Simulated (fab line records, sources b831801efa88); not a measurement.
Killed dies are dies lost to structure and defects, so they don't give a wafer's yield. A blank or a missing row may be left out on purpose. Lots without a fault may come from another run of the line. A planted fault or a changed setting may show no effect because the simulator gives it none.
fab line records | flow sky130
record lots=24 wafers=72 last_day=50
route steps=708 shown FIELD_ISO@16 PWDE@84 VT_ADJUST_HVTP@93 GATE_OXIDE@200 CAP2M@616 VIA4@652
lots that met no fault: from a run of the same line without faults
start_h: hours from the record's first day to the start of the lot's first wafer shown | wait_h: hours since the lot's step before | " the same as in the row above | L1.1+2: a row that stands for several wafers | - no value, or no start given | * or withheld: withheld | < > ~ a bound
route shown NAME@n: a module of which the file shows steps, and the number in the route of the first | usual: mean/standard deviation of fault-free wafers | same: alike in all rows | chamber/n: place in a boat | sites: the reading at each site | _std_site: their standard deviation | _edge_site: outer sites' mean less inner sites' | radius_mm: how far each site lies from the wafer's centre | mask NAME#n: copy n | behind: the tool/chamber that last shaped the wafer | hold: why the lot was held/for how many hours/how that ended | device: the transistor (n, p or np) that didn't switch | end of line: the same wafers' tests at the end of the route | a step without rows: its recipe alone | killed: dies lost to structure and defects at the first sort, not the wafer's yield | map: a wafer's dies, x killed, . not, _ none there
set.NAME: the setting as run; set.NAME@STEP: as run at that earlier step | model.NAME: the simulator's own value behind a step, which no gauge read
steps of the route over a sample of lots; a table a step, a row a wafer
services: from which hour (start_h, from the record's first day; less than 0 if before it) a tool's chamber was out of use, for how many hours, and why
## steps
# step SKY_FIELD_ISO_ETCH_15
# recipe chemistry=CHF3/O2 target_depth_nm=180 stop_on=Si source_w=620.7 bias_w=200 pressure_mtorr=40 chf3_flow_sccm=50 O2_flow_sccm=5 time_s=72
# usual drypump_motor_current_A=5.96/0.22 oes_product_au=0.946/0.0071 throttle_valve_pct=8.845/0.0094
# columns lot.wafer tool chamber start_h wait_h drypump_motor_current_A oes_product_au rf_hours_counter_h throttle_valve_pct
L074.1 rie_diel-01 1 29.09 0.0 6.34 0.938 36 8.843
L074.3 " 2 " " 5.65 0.946 1 8.847
L074.5 " 0 " " 6.12 0.936 - 8.837
L075.2 rie_diel-03 2 34.19 0.0 6.10 0.936 70 8.835
L075.3 " 1 " " 5.84 0.937 126 8.834
L075.6 " 1 " " 5.82 0.929 - 8.846
L076.1 rie_diel-03 0 38.74 0.0 5.86 0.942 161 8.843
L076.2 " 1 " " 5.85 0.942 126 8.839
L076.6 " 3 " " 5.96 0.947 - 8.855
L077.1 rie_diel-03 2 44.82 0.0 6.09 0.952 70 8.827
L077.2 " 0 " " 5.83 0.957 161 8.842
L077.5 " 1 " " 5.85 0.941 - 8.842
L078.1 rie_diel-01 0 49.77 0.0 6.09 0.953 82 8.839
L078.2 " 2 " " 5.65 0.947 1 8.842
L078.3 " 3 " " 5.91 0.953 86 8.847
L079.1 rie_diel-01 3 57.77 0.0 5.90 0.953 86 8.832
L079.2 " 0 " " 6.11 0.955 82 8.843
L079.6 " 1 " " 6.34 0.942 - 8.849
L080.3 rie_diel-01 0 61.67 0.0 6.10 0.943 82 8.836
L080.4 " 3 " " 5.89 0.953 86 8.839
L080.5 " 0 " " 6.12 0.935 - 8.840
L081.3 rie_diel-04 1 64.87 0.0 6.07 0.951 23 8.852
L081.4 " 0 " " 5.55 0.955 9 8.841
L081.6 " 2 " " 6.23 0.950 - 8.830
L082.1 rie_diel-01 1 69.19 0.0 6.37 0.938 36 8.839
L082.2 " 3 " " 5.91 0.937 86 8.829
L082.3 " 2 " " 5.68 0.938 1 8.815
L083.1 rie_diel-04 0 76.72 0.0 5.49 0.943 9 8.832
L083.3 " 3 " " 6.20 0.947 139 8.845
L083.6 " 1 " " 6.07 0.939 - 8.869
L084.2 rie_diel-01 0 84.37 0.0 6.12 0.954 83 8.847
L084.5 " 3 " " 5.89 0.957 - 8.852
L084.6 " 1 " " 6.34 0.946 - 8.856
L085.1 rie_diel-01 0 89.64 0.0 6.13 0.962 83 8.849
L085.5 " 2 " " 5.68 0.954 - 8.842
L085.6 " 3 " " 5.86 0.950 - 8.857
L086.2 rie_diel-03 2 93.47 0.0 6.08 0.946 71 8.852
L086.4 " 1 " " 5.84 0.941 127 8.837
L086.5 " 0 " " 5.84 0.944 - 8.825
L087.1 rie_diel-03 1 97.27 0.0 5.82 0.953 128 8.838
L087.3 " 2 " " 6.07 0.947 71 8.851
L087.4 " 1 " " 5.85 0.942 - 8.843
L088.2 rie_diel-03 0 102.47 0.0 5.87 0.946 162 8.837
L088.3 " 1 " " 5.88 0.949 128 8.840
L088.6 " 1 " " 5.84 0.952 - 8.828
L089.1 rie_diel-01 3 106.32 0.0 5.89 0.936 87 8.832
L089.2 " 1 " " 6.35 0.934 37 8.855
L089.5 " 2 " " 5.69 0.937 - 8.837
L090.2 rie_diel-03 2 112.44 0.0 6.05 0.950 72 8.849
L090.3 " 0 " " 5.85 0.946 163 8.845
L090.4 " 0 " " 5.86 0.953 - 8.865
L091.1 rie_diel-04 1 119.41 0.0 6.04 0.954 24 8.843
L091.2 " 2 " " 6.25 0.951 5 8.842
L091.5 " 3 " " 6.22 0.959 - 8.860
L093.3 rie_diel-04 2 126.87 0.0 6.24 0.948 5 8.845
L093.5 " 2 " " 6.26 0.946 - 8.839
L093.6 " 1 " " 6.04 0.940 - 8.841
L092.1 rie_diel-01 3 127.21 0.0 5.92 0.940 87 8.845
L092.4 " 2 " " 5.65 0.931 - 8.848
L092.5 " 0 " " 6.12 0.947 - 8.831
L094.1 rie_diel-03 3 134.06 0.0 5.97 0.949 0 8.848
L094.3 " 2 " " 6.10 0.943 72 8.843
L094.4 " 3 " " 5.98 0.947 - 8.842
L095.2 rie_diel-04 1 140.39 0.0 6.06 0.940 25 8.832
L095.3 " 0 " " 5.53 0.948 11 8.843
L095.4 " 2 " " 6.23 0.944 - 8.863
L096.3 rie_diel-03 3 144.37 0.0 5.96 0.950 0 8.854
L096.4 " 1 " " 5.87 0.939 - 8.849
L096.5 " 2 " " 6.07 0.946 - 8.845
L097.1 rie_diel-01 2 148.09 0.0 5.65 0.945 2 8.840
L097.2 " 3 " " 5.86 0.942 88 8.826
L097.5 " 0 " " 6.12 0.946 - 8.850
# step SKY_NWELL_RS_MEAS_31
# recipe thk_meas_gauge=four-point-probe
# usual PWDE_RS=5275/16
# columns lot.wafer tool chamber start_h wait_h PWDE_RS[ohm/sq]
L074.1 film_metro-01 - 104.85 0.1 5308
L074.3 " - " " 5295
L074.5 " - " " 5288
L075.2 film_metro-01 - 112.43 0.1 5258
L075.3 " - " " 5259
L075.6 " - " " 5255
L076.1 film_metro-01 - 115.76 0.1 5258
L076.2 " - " " 5262
L076.6 " - " " 5259
L077.1 film_metro-01 - 120.55 0.1 5282
L077.2 " - " " 5293
L077.5 " - " " 5274
L078.1 film_metro-03 - 130.00 0.1 5277
L078.2 " - " " 5287
L078.3 " - " " 5270
L079.1 film_metro-04 - 146.30 0.1 5276
L079.2 " - " " 5284
L079.6 " - " " 5273
L081.3 film_metro-01 - 149.85 0.1 5309
L081.4 " - " " 5286
L081.6 " - " " 5274
L080.3 film_metro-04 - 150.20 0.1 5267
L080.4 " - " " 5287
L080.5 " - " " 5281
L082.1 film_metro-04 - 152.70 0.1 5280
L082.2 " - " " 5278
L082.3 " - " " 5281
L083.1 film_metro-01 - 158.21 0.1 5294
L083.3 " - " " 5279
L083.6 " - " " 5282
L084.2 film_metro-04 - 165.82 0.1 5295
L084.5 " - " " 5281
L084.6 " - " " 5267
L085.1 film_metro-04 - 178.45 0.1 5305
L085.5 " - " " 5300
L085.6 " - " " 5282
L087.1 film_metro-03 - 188.20 0.1 5283
L087.3 " - " " 5307
L087.4 " - " " 5285
L086.2 film_metro-04 - 188.57 0.1 5256
L086.4 " - " " 5264
L086.5 " - " " 5274
L088.2 film_metro-04 - 195.32 0.1 5251
L088.3 " - " " 5275
L088.6 " - " " 5259
L089.1 film_metro-04 - 202.30 0.1 5280
L089.2 " - " " 5294
L089.5 " - " " 5296
L090.2 film_metro-04 - 205.83 0.1 5279
L090.3 " - " " 5254
L090.4 " - " " 5276
L091.1 film_metro-03 - 210.01 0.1 5291
L091.2 " - " " 5294
L091.5 " - " " 5309
L093.3 film_metro-03 - 219.71 0.1 5298
L093.5 " - " " 5263
L093.6 " - " " 5286
L092.1 film_metro-04 - 221.40 0.1 5246
L092.4 " - " " 5247
L092.5 " - " " 5243
L094.1 film_metro-04 - 226.97 0.1 5268
L094.3 " - " " 5267
L094.4 " - " " 5270
L095.2 film_metro-01 - 234.28 0.1 5269
L095.3 " - " " 5268
L095.4 " - " " 5283
L096.3 film_metro-01 - 237.15 0.1 5284
L096.4 " - " " 5268
L096.5 " - " " 5285
L097.1 film_metro-04 - 243.36 0.1 5271
L097.2 " - " " 5273
L097.5 " - " " 5275
# step SKY_VT_ADJUST_HVTP_OVL_MEAS_08
# usual VT_ADJUST_HVTP_OVL=0.0/1.4
# columns lot.wafer tool chamber start_h wait_h VT_ADJUST_HVTP_OVL[nm]
L074.1 overlay-01 - 122.69 0.1 -1.1
L074.3 " - " " -0.3
L074.5 " - " " 0.8
L075.2 overlay-02 - 130.69 0.1 2.1
L075.3 " - " " -0.9
L075.6 " - " " 1.3
L076.1 overlay-02 - 134.62 0.1 -0.2
L076.2 " - " " 0.6
L076.6 " - " " 1.5
L077.1 overlay-01 - 138.74 0.1 2.5
L077.2 " - " " 1.5
L077.5 " - " " 0.3
L078.1 overlay-01 - 148.53 0.1 -2.3
L078.2 " - " " -1.5
L078.3 " - " " -0.6
L079.1 overlay-02 - 165.74 0.1 1.7
L079.2 " - " " 0.7
L079.6 " - " " 0.9
L081.3 overlay-02 - 170.04 0.1 1.8
L081.4 " - " " -0.9
L081.6 " - " " 0.7
L080.3 overlay-01 - 170.34 0.1 0.2
L080.4 " - " " 0.9
L080.5 " - " " 1.2
L082.1 overlay-02 - 172.43 0.1 1.2
L082.2 " - " " -1.4
L082.3 " - " " -0.5
L083.1 overlay-01 - 178.64 0.1 -1.8
L083.3 " - " " -1.9
L083.6 " - " " 0.0
L084.2 overlay-02 - 186.44 0.1 -0.8
L084.5 " - " " -1.0
L084.6 " - " " -1.5
L085.1 overlay-02 - 199.87 0.1 1.7
L085.5 " - " " 0.5
L085.6 " - " " 1.4
L087.1 overlay-01 - 209.53 0.1 -0.3
L087.3 " - " " 0.7
L087.4 " - " " 0.0
L086.2 overlay-01 - 209.90 0.1 -0.9
L086.4 " - " " -1.0
L086.5 " - " " -0.8
L088.2 overlay-02 - 216.48 0.1 0.9
L088.3 " - " " 1.9
L088.6 " - " " 0.1
L089.1 overlay-01 - 224.74 0.1 0.4
L089.2 " - " " 2.0
L089.5 " - " " 0.7
L090.2 overlay-01 - 227.98 0.1 -1.0
L090.3 " - " " -0.9
L090.4 " - " " -2.5
L091.1 overlay-02 - 232.53 0.1 2.2
L091.2 " - " " -1.2
L091.5 " - " " 1.1
L093.3 overlay-01 - 242.08 0.1 -0.6
L093.5 " - " " -2.1
L093.6 " - " " -0.7
L092.1 overlay-01 - 243.29 0.1 -0.9
L092.4 " - " " -0.5
L092.5 " - " " 1.1
L094.1 overlay-02 - 249.83 0.1 2.7
L094.3 " - " " 2.9
L094.4 " - " " 1.4
L095.2 overlay-02 - 257.49 0.1 -1.4
L095.3 " - " " -1.3
L095.4 " - " " -1.1
L096.3 overlay-01 - 260.58 0.1 -2.8
L096.4 " - " " -1.8
L096.5 " - " " -1.0
L097.1 overlay-02 - 267.58 0.1 1.0
L097.2 " - " " 2.3
L097.5 " - " " 2.6
# step SKY_GATE_OXIDE_STRIP_13
# recipe chemistry=O2/N2 power_w=1400 pressure_mtorr=1500 platen_temp_c=withheld o2_flow_sccm=3000 n2_flow_sccm=300 overash_fraction=0.5
# usual drypump_motor_current_A=5.97/0.24 oes_product_au=0.715/0.0043 strip_time_to_endpoint_s=14.17/0.042
# columns lot.wafer tool chamber start_h wait_h drypump_motor_current_A oes_product_au rf_hours_counter_h strip_time_to_endpoint_s
L074.1 plasma_asher-03 1 309.70 0.0 6.26 0.712 51 14.17
L074.3 " 1 " " 6.28 0.720 - 14.20
L074.5 " 1 " " 6.26 0.722 - 14.16
L075.2 plasma_asher-02 1 316.46 0.0 5.78 0.719 66 14.22
L075.3 " 1 " " 5.76 0.708 - 14.18
L075.6 " 1 " " 5.76 0.717 - 14.21
L076.1 plasma_asher-04 0 321.80 0.0 6.01 0.707 59 14.14
L076.2 " 1 " " 5.58 0.711 59 14.17
L076.6 " 1 " " 5.56 0.716 - 14.13
L077.1 plasma_asher-03 1 328.81 0.0 6.28 0.715 52 14.09
L077.2 " 0 " " 6.17 0.721 52 14.13
L077.5 " 1 " " 6.29 0.721 - 14.13
L078.1 plasma_asher-02 0 345.46 0.0 5.83 0.717 69 14.21
L078.2 " 1 " " 5.77 0.714 69 14.23
L078.3 " 0 " " 5.83 0.722 - 14.17
L079.1 plasma_asher-02 0 367.51 0.0 5.84 0.713 71 14.22
L079.2 " 1 " " 5.80 0.714 71 14.20
L079.6 " 0 " " 5.85 0.714 - 14.18
L081.3 plasma_asher-02 1 371.69 0.0 5.79 0.714 - 14.21
L081.4 " 0 " " 5.84 0.726 - 14.20
L081.6 " 0 " " 5.83 0.719 - 14.17
L080.3 plasma_asher-03 1 372.09 0.0 6.26 0.719 - 14.22
L080.4 " 0 " " 6.18 0.719 - 14.18
L080.5 " 1 " " 6.26 0.718 - 14.21
L082.1 plasma_asher-03 0 378.80 0.0 6.12 0.709 58 14.23
L082.2 " 1 " " 6.30 0.711 58 14.21
L082.3 " 0 " " 6.11 0.717 - 14.19
L083.1 plasma_asher-03 1 386.50 0.0 6.28 0.719 59 14.16
L083.3 " 0 " " 6.13 0.716 - 14.21
L083.6 " 0 " " 6.17 0.709 - 14.17
L084.2 plasma_asher-02 0 395.35 0.0 5.84 0.718 74 14.19
L084.5 " 1 " " 5.76 0.711 - 14.15
L084.6 " 0 " " 5.84 0.720 - 14.16
L085.1 plasma_asher-04 1 414.77 0.0 5.56 0.715 66 14.21
L085.5 " 0 " " 5.97 0.713 - 14.19
L085.6 " 1 " " 5.54 0.722 - 14.22
L087.1 plasma_asher-03 0 424.85 0.0 6.17 0.713 62 14.14
L087.3 " 1 " " 6.30 0.719 - 14.12
L087.4 " 0 " " 6.18 0.719 - 14.16
L086.2 plasma_asher-04 0 432.16 0.0 5.96 0.711 68 14.13
L086.4 " 1 " " 5.55 0.716 - 14.14
L086.5 " 0 " " 5.99 0.712 - 14.15
L088.2 plasma_asher-04 1 438.85 0.0 5.57 0.722 69 14.18
L088.3 " 1 " " 5.57 0.715 - 14.14
L088.6 " 0 " " 5.97 0.710 - 14.19
L089.1 plasma_asher-02 1 449.45 0.0 5.74 0.709 1 14.15
L089.2 " 0 " " 5.81 0.706 1 14.13
L089.5 " 0 " " 5.81 0.709 - 14.11
L090.2 plasma_asher-03 1 454.11 0.0 6.26 0.721 66 14.21
L090.3 " 1 " " 6.29 0.717 - 14.24
L090.4 " 0 " " 6.16 0.720 - 14.20
L091.1 plasma_asher-04 0 459.26 0.0 6.02 0.711 71 14.22
L091.2 " 1 " " 5.57 0.722 71 14.21
L091.5 " 0 " " 6.01 0.720 - 14.18
L093.3 plasma_asher-04 1 472.24 0.0 5.56 0.717 - 14.13
L093.5 " 0 " " 5.96 0.720 - 14.08
L093.6 " 1 " " 5.55 0.723 - 14.15
L092.1 plasma_asher-03 1 472.46 0.0 6.30 0.716 68 14.21
L092.4 " 1 " " 6.29 0.713 - 14.25
L092.5 " 0 " " 6.12 0.711 - 14.18
L094.1 plasma_asher-03 1 479.91 0.0 6.26 0.711 68 14.18
L094.3 " 1 " " 6.27 0.715 - 14.17
L094.4 " 0 " " 6.16 0.719 - 14.15
L096.3 plasma_asher-02 1 492.49 0.0 5.76 0.716 - 14.15
L096.4 " 0 " " 5.82 0.715 - 14.10
L096.5 " 0 " " 5.82 0.716 - 14.16
L095.2 plasma_asher-03 0 492.75 0.0 6.15 0.713 70 14.13
L095.3 " 0 " " 6.14 0.724 - 14.09
L095.4 " 1 " " 6.28 0.714 - 14.10
L097.1 plasma_asher-02 1 503.90 0.0 5.75 0.706 6 14.15
L097.2 " 0 " " 5.82 0.712 6 14.23
L097.5 " 1 " " 5.75 0.722 - 14.21
# step SKY_CAP2M_METAL_ETCH_13
# recipe target_depth_nm=220 stop_on=SiO2 chemistry=Cl2/BCl3 target=TiN pressure_mtorr=10 icp_w=900 bias_w=48.5 Cl2_flow_sccm=60 bcl3_flow_sccm=30 time_s=62.9
# usual drypump_motor_current_A=5.8/0.49 oes_product_au=0.943/0.0075 throttle_valve_pct=21.900/0.0092
# columns lot.wafer tool chamber start_h wait_h drypump_motor_current_A oes_product_au rf_hours_counter_h throttle_valve_pct
L074.1 rie_metal-01 0 955.75 0.0 5.7 0.941 10 21.901
L074.3 " 1 " " 6.0 0.939 - 21.909
L074.5 " 0 " " 5.7 0.937 - 21.910
L075.2 rie_metal-03 1 959.44 0.0 6.0 0.939 18 21.895
L075.3 " 1 " " 6.0 0.938 - 21.898
L075.6 " 1 " " 6.0 0.959 - 21.904
L077.1 rie_metal-03 1 978.95 0.0 6.0 0.943 18 21.905
L077.2 " 0 " " 5.8 0.940 11 21.918
L077.5 " 0 " " 5.9 0.937 - 21.892
L076.1 rie_metal-04 1 979.35 0.0 6.5 0.951 8 21.906
L076.2 " 0 " " 5.0 0.944 15 21.901
L076.6 " 0 " " 4.9 0.961 - 21.903
L078.1 rie_metal-04 0 988.44 0.0 4.9 0.939 15 21.909
L078.2 " 1 " " 6.5 0.937 9 21.904
L078.3 " 0 " " 5.0 0.942 - 21.892
L079.1 rie_metal-03 0 1007.65 0.0 5.8 0.934 13 21.910
L079.2 " 1 " " 6.0 0.936 20 21.908
L079.6 " 0 " " 5.8 0.937 - 21.910
L080.3 rie_metal-01 0 1008.08 0.0 5.7 0.945 - 21.885
L080.4 " 1 " " 6.0 0.950 - 21.912
L080.5 " 1 " " 6.0 0.951 - 21.910
L081.3 rie_metal-03 0 1008.62 0.0 5.8 0.945 - 21.908
L081.4 " 1 " " 6.0 0.945 - 21.887
L081.6 " 0 " " 5.8 0.943 - 21.894
L082.1 rie_metal-04 1 1015.19 0.0 6.5 0.956 10 21.887
L082.2 " 0 " " 5.0 0.964 17 21.898
L082.3 " 1 " " 6.6 0.951 - 21.904
L083.1 rie_metal-01 0 1027.34 0.0 5.8 0.926 15 21.909
L083.3 " 0 " " 5.7 0.953 - 21.901
L083.6 " 0 " " 5.7 0.920 - 21.930
L084.2 rie_metal-04 0 1031.09 0.0 5.0 0.946 17 21.910
L084.5 " 1 " " 6.5 0.934 - 21.911
L084.6 " 0 " " 5.0 0.944 - 21.896
L085.1 rie_metal-01 0 1039.15 0.0 5.8 0.953 17 21.892
L085.5 " 0 " " 5.7 0.939 - 21.904
L085.6 " 1 " " 6.0 0.945 - 21.907
L087.1 rie_metal-03 1 1053.54 0.0 6.0 0.935 22 21.905
L087.3 " 1 " " 6.0 0.948 - 21.886
L087.4 " 0 " " 5.9 0.941 - 21.901
L086.2 rie_metal-04 1 1055.65 0.0 6.5 0.948 13 21.886
L086.4 " 1 " " 6.5 0.966 - 21.894
L086.5 " 1 " " 6.5 0.953 - 21.872
L088.2 rie_metal-03 0 1057.99 0.0 5.8 0.941 16 21.896
L088.3 " 0 " " 5.8 0.940 - 21.895
L088.6 " 1 " " 6.0 0.952 - 21.890
L090.2 rie_metal-01 1 1075.00 0.0 6.0 0.939 1 21.916
L090.3 " 1 " " 6.0 0.949 - 21.889
L090.4 " 0 " " 5.7 0.941 - 21.899
L089.1 rie_metal-04 0 1076.25 0.0 5.0 0.944 21 21.893
L089.2 " 1 " " 6.5 0.942 14 21.910
L089.5 " 0 " " 5.0 0.937 - 21.910
L091.1 rie_metal-03 0 1076.89 0.0 5.9 0.937 17 21.886
L091.2 " 1 " " 6.0 0.947 24 21.911
L091.5 " 1 " " 6.0 0.941 - 21.905
L093.3 rie_metal-04 1 1081.31 0.0 6.5 0.947 - 21.909
L093.5 " 0 " " 5.0 0.951 - 21.898
L093.6 " 1 " " 6.6 0.938 - 21.914
L092.1 rie_metal-01 1 1082.15 0.0 6.0 0.935 2 21.916
L092.4 " 0 " " 5.7 0.938 - 21.900
L092.5 " 1 " " 6.0 0.946 - 21.890
L094.1 rie_metal-04 0 1084.49 0.0 5.0 0.938 22 21.904
L094.3 " 0 " " 5.0 0.935 - 21.905
L094.4 " 1 " " 6.6 0.947 - 21.904
L096.3 rie_metal-04 0 1098.73 0.0 4.9 0.938 - 21.910
L096.4 " 1 " " 6.5 0.947 - 21.899
L096.5 " 0 " " 4.9 0.952 - 21.905
L095.2 rie_metal-01 1 1099.00 0.0 6.0 0.944 3 21.911
L095.3 " 1 " " 6.0 0.945 - 21.899
L095.4 " 0 " " 5.7 0.939 - 21.897
L097.1 rie_metal-03 0 1102.95 0.0 5.9 0.939 20 21.887
L097.2 " 1 " " 6.0 0.943 0 21.898
L097.5 " 0 " " 5.9 0.941 - 21.887
# step SKY_VIA4_STRIP_13
# recipe chemistry=O2/N2 power_w=1400 pressure_mtorr=1500 platen_temp_c=withheld o2_flow_sccm=3000 n2_flow_sccm=300 overash_fraction=0.5
# usual drypump_motor_current_A=5.95/0.25 oes_product_au=0.709/0.0049 strip_time_to_endpoint_s=12.802/0.029
# columns lot.wafer tool chamber start_h wait_h drypump_motor_current_A oes_product_au rf_hours_counter_h strip_time_to_endpoint_s
L074.1 plasma_asher-04 1 1004.93 - 5.55 0.711 24 12.803
L074.3 " 1 " " 5.57 0.705 - 12.804
L074.5 " 0 " " 5.96 0.710 - 12.834
L075.2 plasma_asher-03 0 1008.97 - 6.13 0.708 121 12.811
L075.3 " 1 " " 6.31 0.713 - 12.763
L075.6 " 0 " " 6.15 0.714 - 12.808
L077.1 plasma_asher-03 1 1026.33 - 6.28 0.706 122 12.703
L077.2 " 0 " " 6.12 0.712 122 12.733
L077.5 " 1 " " 6.29 0.709 - 12.793
L076.1 plasma_asher-03 0 1027.92 - 6.16 0.715 123 12.790
L076.2 " 1 " " 6.24 0.710 123 12.795
L076.6 " 1 " " 6.27 0.712 - 12.822
L078.1 plasma_asher-02 0 1036.02 - 5.84 0.708 60 12.794
L078.2 " 1 " " 5.76 0.704 60 12.817
L078.3 " 1 " " 5.78 0.715 - 12.822
L080.3 plasma_asher-03 1 1055.00 - 6.28 0.710 - 12.793
L080.4 " 0 " " 6.21 0.712 - 12.785
L080.5 " 0 " " 6.21 0.703 - 12.772
L079.1 plasma_asher-04 1 1055.03 - 5.54 0.712 29 12.784
L079.2 " 0 " " 5.97 0.705 29 12.767
L079.6 " 1 " " 5.55 0.700 - 12.825
L081.3 plasma_asher-04 1 1055.99 - 5.54 0.715 - 12.849
L081.4 " 0 " " 6.01 0.701 - 12.773
L081.6 " 0 " " 5.99 0.707 - 12.827
L082.1 plasma_asher-02 1 1062.13 - 5.79 0.711 61 12.783
L082.2 " 0 " " 5.86 0.708 61 12.806
L082.3 " 1 " " 5.77 0.705 - 12.841
L083.1 plasma_asher-02 1 1072.63 - 5.76 0.708 62 12.818
L083.3 " 1 " " 5.76 0.707 - 12.795
L083.6 " 1 " " 5.76 0.703 - 12.827
L084.2 plasma_asher-04 1 1077.38 - 5.52 0.709 32 12.804
L084.5 " 1 " " 5.53 0.708 - 12.809
L084.6 " 0 " " 5.99 0.712 - 12.792
L085.1 plasma_asher-03 0 1083.83 - 6.17 0.714 2 12.751
L085.5 " 1 " " 6.27 0.705 - 12.831
L085.6 " 0 " " 6.15 0.705 - 12.759
L087.1 plasma_asher-03 0 1097.18 - 6.16 0.713 3 12.780
L087.3 " 1 " " 6.27 0.709 - 12.783
L087.4 " 0 " " 6.14 0.711 - 12.808
L086.2 plasma_asher-04 1 1100.63 - 5.55 0.698 34 12.816
L086.4 " 1 " " 5.54 0.702 - 12.804
L086.5 " 0 " " 5.95 0.701 - 12.832
L088.2 plasma_asher-02 1 1101.98 - 5.74 0.719 65 12.810
L088.3 " 0 " " 5.80 0.721 - 12.792
L088.6 " 0 " " 5.82 0.706 - 12.854
L090.2 plasma_asher-04 0 1118.52 - 5.96 0.713 36 12.759
L090.3 " 1 " " 5.56 0.713 - 12.768
L090.4 " 0 " " 6.00 0.713 - 12.833
L089.1 plasma_asher-02 0 1119.13 - 5.84 0.714 66 12.775
L089.2 " 1 " " 5.80 0.709 66 12.807
L089.5 " 1 " " 5.80 0.716 - 12.795
L091.1 plasma_asher-03 1 1120.42 - 6.27 0.704 5 12.775
L091.2 " 0 " " 6.18 0.715 5 12.811
L091.5 " 1 " " 6.26 0.712 - 12.823
L093.3 plasma_asher-02 1 1124.92 - 5.76 0.710 - 12.766
L093.5 " 1 " " 5.77 0.707 - 12.823
L093.6 " 0 " " 5.83 0.708 - 12.815
L092.1 plasma_asher-03 1 1125.17 - 6.27 0.718 6 12.840
L092.4 " 1 " " 6.27 0.718 - 12.822
L092.5 " 0 " " 6.11 0.717 - 12.782
L094.1 plasma_asher-02 1 1127.42 - 5.77 0.704 67 12.839
L094.3 " 0 " " 5.82 0.708 - 12.792
L094.4 " 1 " " 5.78 0.718 - 12.771
L096.3 plasma_asher-03 1 1139.55 - 6.28 0.705 - 12.782
L096.4 " 0 " " 6.20 0.710 - 12.769
L096.5 " 0 " " 6.19 0.700 - 12.808
L095.2 plasma_asher-02 1 1140.83 - 5.77 0.713 68 12.776
L095.3 " 0 " " 5.84 0.710 - 12.824
L095.4 " 1 " " 5.77 0.703 - 12.780
L097.1 plasma_asher-04 0 1143.78 - 5.98 0.715 37 12.808
L097.2 " 1 " " 5.56 0.708 37 12.796
L097.5 " 1 " " 5.56 0.708 - 12.783
## services
# columns tool chamber start_h hours kind
plasma_asher-02 - 141.83 1.6 repair
plasma_asher-04 - 221.36 5.4 repair
plasma_asher-03 - 239.59 0.5 repair
plasma_asher-04 - 244.13 2.8 pm
plasma_asher-04 - 246.92 1.7 repair
plasma_asher-04 - 255.54 11.1 repair
plasma_asher-04 - 292.17 8.3 repair
plasma_asher-04 - 340.08 15.6 pm
plasma_asher-04 - 360.80 8.6 repair
plasma_asher-02 - 396.24 5.7 repair
plasma_asher-02 - 421.25 9.0 pm
plasma_asher-02 - 433.46 14.6 pm
plasma_asher-04 - 476.09 2.2 repair
plasma_asher-03 - 536.96 2.8 pm
plasma_asher-02 - 604.87 2.8 pm
plasma_asher-04 - 731.40 12.5 pm
plasma_asher-04 - 743.87 9.0 pm
plasma_asher-02 - 803.04 0.3 repair
plasma_asher-02 - 917.19 4.8 repair
plasma_asher-04 - 940.69 14.6 pm
plasma_asher-02 - 1053.56 4.3 pm
plasma_asher-03 - 1055.25 9.0 pm
plasma_asher-02 - 1074.12 4.5 repair
plasma_asher-02 - 1085.22 1.6 repair
## key
fault none
